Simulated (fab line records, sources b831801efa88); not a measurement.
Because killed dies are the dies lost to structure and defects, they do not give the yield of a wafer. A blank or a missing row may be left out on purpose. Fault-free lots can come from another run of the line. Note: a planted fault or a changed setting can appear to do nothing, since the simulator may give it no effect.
A struck lot beside a sound one + flow sfq_line + 14 steps out of a route of 325
Sound: these wafers, L319.1, L319.2, L319.5. Struck: wafer L328.6 (L328.3, L328.5, from the same lot, were not struck and are left out); the cause is given at the end.
Order at every step that has rows: each side's tool, ch and its chambers, its first start. Under that, the readings that differ: sound wafers + struck wafers + difference of the means + sigmas: that difference in standard deviations of wafers without a fault.
alike: a reading whose means differ by less than 2 such deviations, as well as words and numbers matching on both sides. not compared: withheld readings; readings where some wafer has no value; bounds like >300 that might hide an equal value; numbers whose values overlap and for which the record gives no deviation.
A row with sigmas, a row that says differs or no value, or rows on one side alone: a step with any of these is where the two part. Numbers that don't overlap but have no deviation are shown without sigmas and don't part them. Lack of a reading on every wafer of one side parts them only where that side has two or more wafers.

first, 6 steps without rows for these wafers: SFQ_TRILAYER_M2_LITHO_COAT_062 (resist thk 62 nm); SFQ_TRILAYER_M2_LITHO_COAT_057 (resist thk 600 nm); SFQ_TRILAYER_M2_LITHO_SOFTBAKE_061; SFQ_TRILAYER_M2_LITHO_EXPOSE_058 (exposes mask M2, target cd 500 nm); SFQ_TRILAYER_M2_LITHO_PEB_060 (peb time 60 s); SFQ_TRILAYER_M2_LITHO_DEVELOP_059 (time 60 s).
SFQ_M2_OVL_MEAS_916:
  struck on overlay-02, day 34 22:44; sound on overlay-01, day 30 21:55
  alike: M2_OVL
SFQ_TRILAYER_M2_BARC_OPEN_METAL_ETCH_077: etches BARC in O2, target depth 125 nm, time 41.7 s.
  sound on rie_metal-03 ch 0,1, day 30 21:58; struck on rie_metal-04 ch 0, day 34 22:47
  alike: drypump_motor_current_A, oes_product_au
  not compared: rf_hours_counter_h
SFQ_TRILAYER_M2_ETCH_METAL_ETCH_060: etches Nb in Cl2/Ar, stops on SiO2, target depth 240 nm, time 120 s.
  sound on rie_metal-03 ch 0,1, day 30 22:01; struck on rie_metal-04 ch 0, day 34 22:52
  alike: drypump_motor_current_A, oes_product_au
  not compared: rf_hours_counter_h
SFQ_TRILAYER_M2_STRIP_STRIP_061: strips in O2.
  sound on rie_metal-03 ch 0,1, day 30 22:08; struck on rie_metal-04 ch 0, day 34 23:09
  alike: drypump_motor_current_A, oes_product_au
  not compared: rf_hours_counter_h
then, 1 step without rows for these wafers: SFQ_TRILAYER_M2_STRIP_SOLV_CLEAN_062 (cleans in NMP, time 600 s).
SFQ_TRILAYER_I2_DEP_PECVD_063: deposits SiO2 from SiH4/N2O, time 111.11 s, target thk 500 nm.
  sound on pecvd-01 ch 0,1,2, day 30 22:56; struck on pecvd-04 ch 0, day 34 23:43
  alike: heater_power_w, throttle_valve_pct
SFQ_TRILAYER_I2_CMP_CMP_064: polishes SiO2.
  sound on cmp-01 ch 1,3, day 30 23:31; struck on cmp-02 ch 1, day 35 03:10
| reading                 | sound             | struck | difference | sigmas |
|-------------------------|-------------------|--------|------------|--------|
| head_pressure_psi (psi) | 3.001 3.004 3.002 | 2.831  | -0.171     | -26    |
  alike: motor_current_A, retaining_ring_pressure_frac, time_to_endpoint_s
SFQ_I2_BOW_MEAS_917:
  struck on film_metro-02, day 35 04:13; sound on film_metro-02, day 31 02:01
  alike: I2_BOW

== WHERE THEY PART ==
Only at SFQ_TRILAYER_I2_CMP_CMP_064, as far as this record shows. Later steps at which nothing parts them and some readings are alike: SFQ_I2_BOW_MEAS_917.

WHY: whatever the simulator had introduced
cmp-02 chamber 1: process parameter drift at SFQ_TRILAYER_I2_CMP_CMP_064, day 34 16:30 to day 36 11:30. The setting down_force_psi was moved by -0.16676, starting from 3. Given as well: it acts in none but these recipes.
